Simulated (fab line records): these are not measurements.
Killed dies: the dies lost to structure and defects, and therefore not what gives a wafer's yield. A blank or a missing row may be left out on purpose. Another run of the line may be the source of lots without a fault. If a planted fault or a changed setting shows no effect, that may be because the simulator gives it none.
Matching of chambers ; flow sky130 ; SKY_CAP2M_CVD_00 on pecvd-02: 3 sister chambers
The step deposits SiO2, target thk 15.5 nm. 3 wafers are shown with their chamber, then 12 later ones without.

WAFERS, EACH WITH ITS CHAMBER
wafer;chamber;heater-power-w (W)
L085.1;2;722
L085.2;0;769
L085.3;1;574

WAFERS WITH NO CHAMBER GIVEN
wafer;heater-power-w (W)
L085.4;576
L085.5;782
L085.6;727
L090.3;807
L090.4;797
L090.5;692
L093.1;682
L093.2;853
L093.4;859
L097.1;798
L097.4;642
L097.5;582

WHICH CHAMBER EACH ONE RAN IN
wafer;from the rows above;in truth
L085.4;1;1
L085.5;can't be placed: 0 or 2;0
L085.6;can't be placed: 2 or 0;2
L090.3;can't be placed: 0 or 2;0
L090.4;can't be placed: 0 or 2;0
L090.5;can't be placed: 2 or 0 or 1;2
L093.1;can't be placed: 2 or 0 or 1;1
L093.2;can't be placed: 0 or 2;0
L093.4;can't be placed: 0 or 2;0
L097.1;can't be placed: 0 or 2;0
L097.4;can't be placed: 1 or 2 or 0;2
L097.5;1;1
Correctly placed: 2 of 12. These rows do not allow placing 10 (true chamber among the candidates in 10). 0 placed wrongly.
How it was worked out, from the rows above alone: a wafer's distance from a chamber is the root of the sum, over the readings, of the square of ((its reading less the chamber's mean) divided by the reading's scatter). If the next closest chamber is less than 2 further off than the closest, the wafer can't be placed; otherwise it belongs to the closest. The mean given for a chamber averages the wafers shown for that chamber. The scatter: with one shown wafer a chamber, the root of the mean of the squares of how far each hidden wafer lies from its nearest shown one.
